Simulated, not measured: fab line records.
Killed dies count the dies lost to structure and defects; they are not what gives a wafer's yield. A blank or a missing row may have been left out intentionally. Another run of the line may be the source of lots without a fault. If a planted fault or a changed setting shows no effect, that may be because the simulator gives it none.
fab line records -- flow gf180mcu
record lots=14, wafers=41, lastDay=34
route steps=602 shown STI@1
lots that met no fault: taken from a fault-free run of the same line
startH: hours from the record's opening day to when the first of the lot's shown wafers began -- waitH: how many hours have passed since the lot's step before this one -- " the same as in the row above -- L1.1+2: a single row standing in for several wafers -- - no value present, or no start provided -- * or withheld: withheld -- < > ~ a bound
route shown NAME@n: a module of which the file shows steps, and the number in the route of the first -- usual: mean/standard deviation taken from wafers without a fault -- same: alike in all rows -- chamber/n: place in a boat -- sites: the reading at each site -- _std_site: their standard deviation -- _edge_site: outer sites' mean less inner sites' -- radiusMm: for every site, how far away it sits from the centre of the wafer -- mask NAME#n: copy n -- behind: the tool/chamber that last shaped the wafer -- hold: the reason the lot was held/the length of the hold in hours/how it ended -- device: names the non-switching transistor (n, p or np) -- end of line: the route-end tests of the same wafers -- where a step has no rows: the recipe by itself -- killed: dies that structure and defects cost at the first sort, which is not the same as the wafer's yield -- map: shows each die of a wafer: x if killed, . if not, _ if none is there
set.NAME: the setting that was run; set.NAME@STEP: the one run at that earlier step -- model.NAME: the simulator's own value behind a step, which no gauge read
steps of the route over a sample of lots; a table a step, a row a wafer
services: a tool's chamber out of use, with start hour (startH, from the record's first day; less than 0 if before it), hours out, and reason
## steps
# step GF_STI_BOW_MEAS_00
# recipe mode=bow
# usual INCOMING_BOW=-1/6.8
lot.wafer,tool,chamber,startH,waitH,INCOMING_BOW[um]
L565.1,filmMetro-03,-,15.00,-,3
L565.2,filmMetro-03,-,15.00,-,-9
L565.5,filmMetro-03,-,15.00,-,-3
L566.1,filmMetro-01,-,20.00,-,3
L566.2,filmMetro-01,-,20.00,-,-9
L566.4,filmMetro-01,-,20.00,-,-2
L568.2,filmMetro-01,-,30.02,-,2
L568.4,filmMetro-01,-,30.02,-,2
L568.6,filmMetro-01,-,30.02,-,0
L569.3,filmMetro-02,-,35.04,-,10
L569.6,filmMetro-02,-,35.04,-,9
L570.2,filmMetro-03,-,40.02,-,-4
L570.4,filmMetro-03,-,40.02,-,9
L570.6,filmMetro-03,-,40.02,-,-10
L573.2,filmMetro-03,-,55.02,-,-17
L573.3,filmMetro-03,-,55.02,-,8
L573.6,filmMetro-03,-,55.02,-,6
L575.2,filmMetro-02,-,65.02,-,0
L575.4,filmMetro-02,-,65.02,-,0
L575.6,filmMetro-02,-,65.02,-,0
L576.1,filmMetro-01,-,70.00,-,-3
L576.4,filmMetro-01,-,70.00,-,-13
L576.6,filmMetro-01,-,70.00,-,-5
L577.2,filmMetro-03,-,75.02,-,-3
L577.4,filmMetro-03,-,75.02,-,5
L577.6,filmMetro-03,-,75.02,-,-12
L579.1,filmMetro-01,-,85.00,-,-8
L579.3,filmMetro-01,-,85.00,-,8
L579.6,filmMetro-01,-,85.00,-,2
L580.1,filmMetro-01,-,90.00,-,-1
L580.4,filmMetro-01,-,90.00,-,3
L580.5,filmMetro-01,-,90.00,-,-7
L582.2,filmMetro-02,-,100.02,-,-11
L582.3,filmMetro-02,-,100.02,-,-2
L582.5,filmMetro-02,-,100.02,-,2
L586.1,filmMetro-03,-,120.00,-,6
L586.2,filmMetro-03,-,120.00,-,0
L586.6,filmMetro-03,-,120.00,-,-8
L587.1,filmMetro-03,-,125.00,-,-7
L587.2,filmMetro-03,-,125.00,-,-3
L587.4,filmMetro-03,-,125.00,-,-6
# step GF_STI_THK_MEAS_04
# recipe reads=Si3N4_of_STI_CVD_03
# usual STI_CVD_03_THK=206.4/2.1
lot.wafer,tool,chamber,startH,waitH,STI_CVD_03_THK[nm]
L565.1,filmMetro-01,-,18.56,0.0,210.9
L565.2,filmMetro-01,-,18.56,0.0,207.4
L565.5,filmMetro-01,-,18.56,0.0,208.0
L566.1,filmMetro-01,-,23.70,0.0,209.2
L566.2,filmMetro-01,-,23.70,0.0,208.0
L566.4,filmMetro-01,-,23.70,0.0,208.5
L568.2,filmMetro-03,-,33.57,0.0,208.5
L568.4,filmMetro-03,-,33.57,0.0,207.6
L568.6,filmMetro-03,-,33.57,0.0,209.5
L569.3,filmMetro-03,-,39.66,0.0,210.9
L569.6,filmMetro-03,-,39.66,0.0,210.4
L570.2,filmMetro-03,-,44.17,0.0,205.0
L570.4,filmMetro-03,-,44.17,0.0,206.1
L570.6,filmMetro-03,-,44.17,0.0,205.4
L573.2,filmMetro-02,-,58.57,0.0,206.5
L573.3,filmMetro-02,-,58.57,0.0,206.7
L573.6,filmMetro-02,-,58.57,0.0,206.8
L575.2,filmMetro-02,-,68.57,0.0,204.3
L575.4,filmMetro-02,-,68.57,0.0,205.0
L575.6,filmMetro-02,-,68.57,0.0,205.0
L576.1,filmMetro-01,-,73.56,0.0,207.3
L576.4,filmMetro-01,-,73.56,0.0,204.9
L576.6,filmMetro-01,-,73.56,0.0,207.4
L577.2,filmMetro-02,-,78.57,0.0,207.0
L577.4,filmMetro-02,-,78.57,0.0,205.3
L577.6,filmMetro-02,-,78.57,0.0,206.2
L579.1,filmMetro-03,-,88.88,0.0,204.8
L579.3,filmMetro-03,-,88.88,0.0,207.2
L579.6,filmMetro-03,-,88.88,0.0,205.3
L580.1,filmMetro-03,-,95.65,0.0,205.3
L580.4,filmMetro-03,-,95.65,0.0,205.7
L580.5,filmMetro-03,-,95.65,0.0,207.7
L582.2,filmMetro-03,-,108.90,0.0,206.1
L582.3,filmMetro-03,-,108.90,0.0,205.0
L582.5,filmMetro-03,-,108.90,0.0,205.8
L586.1,filmMetro-03,-,124.00,0.0,205.2
L586.2,filmMetro-03,-,124.00,0.0,201.1
L586.6,filmMetro-03,-,124.00,0.0,203.2
L587.1,filmMetro-03,-,128.56,0.0,202.8
L587.2,filmMetro-03,-,128.56,0.0,204.1
L587.4,filmMetro-03,-,128.56,0.0,203.2
# step GF_STI_THK_MEAS_22
# recipe reads=SiO2_of_STI_OXIDATION_21
# usual STI_OXIDATION_01_THK=14.87/0.24
lot.wafer,tool,chamber,startH,waitH,STI_OXIDATION_01_THK[nm]
L565.1,filmMetro-02,-,32.33,0.0,15.16
L565.2,filmMetro-02,-,32.33,0.0,14.95
L565.5,filmMetro-02,-,32.33,0.0,15.18
L566.1,filmMetro-03,-,37.87,0.0,14.83
L566.2,filmMetro-03,-,37.87,0.0,14.41
L566.4,filmMetro-03,-,37.87,0.0,14.69
L568.2,filmMetro-03,-,48.15,0.0,15.04
L568.4,filmMetro-03,-,48.15,0.0,14.84
L568.6,filmMetro-03,-,48.15,0.0,15.12
L569.3,filmMetro-01,-,54.20,0.0,14.61
L569.6,filmMetro-01,-,54.20,0.0,14.90
L570.2,filmMetro-03,-,58.46,0.0,14.64
L570.4,filmMetro-03,-,58.46,0.0,14.97
L570.6,filmMetro-03,-,58.46,0.0,14.62
L573.2,filmMetro-01,-,73.28,0.0,14.85
L573.3,filmMetro-01,-,73.28,0.0,14.96
L573.6,filmMetro-01,-,73.28,0.0,14.78
L575.2,filmMetro-02,-,84.34,0.0,14.76
L575.4,filmMetro-02,-,84.34,0.0,14.62
L575.6,filmMetro-02,-,84.34,0.0,14.66
L576.1,filmMetro-01,-,89.41,0.0,14.54
L576.4,filmMetro-01,-,89.41,0.0,14.78
L576.6,filmMetro-01,-,89.41,0.0,14.50
L577.2,filmMetro-03,-,96.63,0.0,14.22
L577.4,filmMetro-03,-,96.63,0.0,14.38
L577.6,filmMetro-03,-,96.63,0.0,14.60
L579.1,filmMetro-03,-,107.95,0.0,14.83
L579.3,filmMetro-03,-,107.95,0.0,15.18
L579.6,filmMetro-03,-,107.95,0.0,15.01
L580.1,filmMetro-01,-,114.13,0.0,14.99
L580.4,filmMetro-01,-,114.13,0.0,15.15
L580.5,filmMetro-01,-,114.13,0.0,14.81
L582.2,filmMetro-03,-,124.82,0.0,15.37
L582.3,filmMetro-03,-,124.82,0.0,15.15
L582.5,filmMetro-03,-,124.82,0.0,15.31
L586.1,filmMetro-02,-,140.52,0.0,15.03
L586.2,filmMetro-02,-,140.52,0.0,15.23
L586.6,filmMetro-02,-,140.52,0.0,15.18
L587.1,filmMetro-03,-,146.21,0.0,14.87
L587.2,filmMetro-03,-,146.21,0.0,14.80
L587.4,filmMetro-03,-,146.21,0.0,14.88
# step GF_STI_CVD_23
# recipe material=SiO2, targetThkNm=650, sigmaOpenFrac=0.3, timeS=108.3, tempC=600, sih4FlowSccm=62.38, pressureMtorr=6
lot.wafer,tool,chamber,startH,waitH
L565.1+2+5,hdpcvd-01,"2,0,2",32.39,0.1
L566.1+2+4,hdpcvd-02,"0,2,0",37.93,0.1
L568.2+4+6,hdpcvd-02,"2,1,2",48.20,0.0
L569.3+6,hdpcvd-02,2,54.24,0.0
L570.2+4+6,hdpcvd-02,"2,2,1",58.51,0.0
L573.2+3+6,hdpcvd-01,"1,2,1",73.33,0.0
L575.2+4+6,hdpcvd-01,"0,2,0",84.39,0.0
L576.1+4+6,hdpcvd-01,"2,1,0",89.47,0.1
L577.2+4+6,hdpcvd-01,"1,2,1",96.68,0.0
L579.1+3+6,hdpcvd-01,"2,0,2",108.01,0.1
L580.1+4+5,hdpcvd-01,"0,0,1",114.19,0.1
L582.2+3+5,hdpcvd-01,"2,1,1",124.87,0.0
L586.1+2+6,hdpcvd-01,"1,0,1",140.58,0.1
L587.1+2+4,hdpcvd-02,"2,1,0",146.27,0.1
# step GF_STI_THK_MEAS_24
# recipe reads=SiO2_of_STI_CVD_23
# usual STI_CVD_23_THK=677/6.2
lot.wafer,tool,chamber,startH,waitH,hold,STI_CVD_23_THK[nm]
L565.1,filmMetro-03,-,32.47,0.0,-,668
L565.2,filmMetro-03,-,32.47,0.0,-,673
L565.5,filmMetro-03,-,32.47,0.0,-,678
L566.1,filmMetro-02,-,38.00,0.0,-,683
L566.2,filmMetro-02,-,38.00,0.0,-,673
L566.4,filmMetro-02,-,38.00,0.0,-,679
L568.2,filmMetro-02,-,48.29,0.0,-,685
L568.4,filmMetro-02,-,48.29,0.0,-,678
L568.6,filmMetro-02,-,48.29,0.0,-,683
L569.3,filmMetro-02,-,54.34,0.1,awaitDispo/0.2h/release,737
L569.6,filmMetro-02,-,54.34,0.1,awaitDispo/0.2h/release,730
L569.3,filmMetro-02,-,54.64,0.3,-,737
L569.6,filmMetro-02,-,54.64,0.3,-,730
L570.2,filmMetro-01,-,58.59,0.0,awaitDispo/0.2h/release,745
L570.4,filmMetro-01,-,58.59,0.0,awaitDispo/0.2h/release,737
L570.6,filmMetro-01,-,58.59,0.0,awaitDispo/0.2h/release,681
L570.2,filmMetro-01,-,58.82,0.2,-,745
L570.4,filmMetro-01,-,58.82,0.2,-,737
L570.6,filmMetro-01,-,58.82,0.2,-,681
L573.2,filmMetro-01,-,73.42,0.0,-,676
L573.3,filmMetro-01,-,73.42,0.0,-,676
L573.6,filmMetro-01,-,73.42,0.0,-,680
L575.2,filmMetro-01,-,84.48,0.0,-,677
L575.4,filmMetro-01,-,84.48,0.0,-,672
L575.6,filmMetro-01,-,84.48,0.0,-,673
L576.1,filmMetro-03,-,89.54,0.0,-,665
L576.4,filmMetro-03,-,89.54,0.0,-,666
L576.6,filmMetro-03,-,89.54,0.0,-,656
L577.2,filmMetro-01,-,96.77,0.0,-,677
L577.4,filmMetro-01,-,96.77,0.0,-,666
L577.6,filmMetro-01,-,96.77,0.0,-,679
L579.1,filmMetro-02,-,108.08,0.0,-,668
L579.3,filmMetro-02,-,108.08,0.0,-,674
L579.6,filmMetro-02,-,108.08,0.0,-,676
L580.1,filmMetro-02,-,114.27,0.0,-,676
L580.4,filmMetro-02,-,114.27,0.0,-,672
L580.5,filmMetro-02,-,114.27,0.0,-,676
L582.2,filmMetro-01,-,124.96,0.0,-,685
L582.3,filmMetro-01,-,124.96,0.0,-,685
L582.5,filmMetro-01,-,124.96,0.0,-,679
L586.1,filmMetro-03,-,140.66,0.0,-,686
L586.2,filmMetro-03,-,140.66,0.0,-,677
L586.6,filmMetro-03,-,140.66,0.0,-,680
L587.1,filmMetro-02,-,146.35,0.0,-,662
L587.2,filmMetro-02,-,146.35,0.0,-,672
L587.4,filmMetro-02,-,146.35,0.0,-,685
# step GF_STI_CMP_25
# recipe stopOn=Si3N4, tOverpolishS=33, downForcePsi=4, platenRpm=60, targetThkNm=524.6, padVelocityMS=0.94248
# usual motorCurrentA=11.7/0.78, timeToEndpointS=127/3.4
lot.wafer,tool,chamber,startH,waitH,hold,motorCurrentA,timeToEndpointS
L565.1,cmp-02,3,32.53,0.1,-,11.0,123
L565.2,cmp-02,1,32.53,0.1,-,12.7,125
L565.5,cmp-02,0,32.53,0.1,-,13.3,125
L566.4,cmp-01,3,38.06,0.0,-,11.1,131
L566.1,cmp-01,0,38.06,0.0,-,11.6,136
L566.2,cmp-01,1,38.06,0.0,-,11.3,126
L568.4,cmp-01,3,48.34,0.0,-,11.1,130
L568.2,cmp-01,1,48.34,0.0,-,12.1,131
L568.6,cmp-01,3,48.34,0.0,-,10.6,131
L569.3,cmp-01,1,58.94,4.3,awaitDispo/4.1h/release,12.2,137
L569.6,cmp-01,2,58.94,4.3,awaitDispo/4.1h/release,13.1,138
L570.2,cmp-01,1,62.86,4.0,awaitDispo/4.0h/release,11.5,141
L570.4,cmp-01,2,62.86,4.0,awaitDispo/4.0h/release,12.4,141
L570.6,cmp-01,2,62.86,4.0,awaitDispo/4.0h/release,12.5,131
L573.3,cmp-01,3,73.52,0.1,-,11.3,125
L573.2,cmp-01,1,73.52,0.1,-,11.5,127
L573.6,cmp-01,3,73.52,0.1,-,10.9,126
L575.2,cmp-01,3,84.58,0.1,-,11.4,124
L575.4,cmp-01,1,84.58,0.1,-,11.1,120
L575.6,cmp-01,2,84.58,0.1,-,12.7,130
L576.4,cmp-02,0,89.65,0.1,-,12.7,124
L576.1,cmp-02,1,89.65,0.1,-,12.7,123
L576.6,cmp-02,3,89.65,0.1,-,10.5,122
L577.4,cmp-01,0,96.82,0.0,-,10.9,124
L577.2,cmp-01,1,96.82,0.0,-,11.5,127
L577.6,cmp-01,0,96.82,0.0,-,11.1,124
L579.3,cmp-01,2,108.19,0.1,-,11.8,129
L579.1,cmp-01,0,108.19,0.1,-,10.4,127
L579.6,cmp-01,2,108.19,0.1,-,12.4,130
L580.1,cmp-01,1,114.33,0.1,-,11.4,135
L580.4,cmp-01,0,114.33,0.1,-,11.1,133
L580.5,cmp-01,1,114.33,0.1,-,11.9,131
L582.3,cmp-01,3,125.13,0.2,-,10.6,127
L582.2,cmp-01,1,125.13,0.2,-,11.7,132
L582.5,cmp-01,2,125.13,0.2,-,12.6,125
L586.1,cmp-02,3,140.72,0.1,-,10.5,126
L586.2,cmp-02,1,140.72,0.1,-,13.0,128
L586.6,cmp-02,0,140.72,0.1,-,12.7,126
L587.4,cmp-01,3,146.41,0.0,-,10.7,133
L587.2,cmp-01,1,146.41,0.0,-,11.7,133
L587.1,cmp-01,2,146.41,0.0,-,12.5,129
## services
tool,chamber,startH,hours,kind
hdpcvd-02,0,8.39,22.3,repair
cmp-02,-,30.65,1.6,repair
cmp-01,-,32.53,4.9,pm
hdpcvd-02,-,40.79,5.4,repair
cmp-02,-,54.12,1.4,repair
cmp-01,-,64.27,4.0,pm
cmp-01,-,68.27,-,consumableReplace:conditioner
cmp-01,-,68.27,-,consumableReplace:pad
hdpcvd-01,-,69.64,0.8,pm
hdpcvd-02,1,77.22,13.9,repair
hdpcvd-01,-,82.11,1.0,repair
cmp-01,-,90.19,6.6,pm
cmp-02,-,113.88,12.2,repair
hdpcvd-02,-,126.14,0.9,repair
cmp-01,-,129.83,0.9,repair
cmp-01,-,132.64,4.6,repair
cmp-02,-,143.33,8.4,pm
## key
firstSign step=GF_STI_THK_MEAS_24, reading=visit, direction=added
effect step=GF_STI_THK_MEAS_24, reading=STI_CVD_23_THK, direction=up, sigmas=9.9, usual=677, struck=737
effect step=GF_STI_CMP_25, reading=timeToEndpointS, direction=up, sigmas=3.6, usual=*, struck=*
metAt GF_STI_CVD_23
struckLots L569,L570
struckWafers L569.3,L569.6,L570.2,L570.4
sortLeftOut L569.3,L569.6
testerLeftOut L569,L570
notActingAt GF_STI_BOW_MEAS_00,GF_STI_THK_MEAS_04,GF_STI_THK_MEAS_22
onsetBetween 48.20 54.24
fault kind=processParameterDrift, tool=hdpcvd-02, chamber=2, onsetH=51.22, steps=GF_STI_CVD_23, channel=targetThkNm, offset=57.75, shape=step, endH=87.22, actsIn=theseRecipesOnly, stated=650
# testerLeftOut: of these lots the tester's yield and bins aren't shown, on N5 and GAA mostly nor the transistor test; their killed dies are dies lost to structure and defects alone, not to doping, threshold or leakage, so they don't give the yield
# sortLeftOut: the simulated sort isn't trusted on such a fault, so these wafers' sort isn't shown, and their yield isn't known
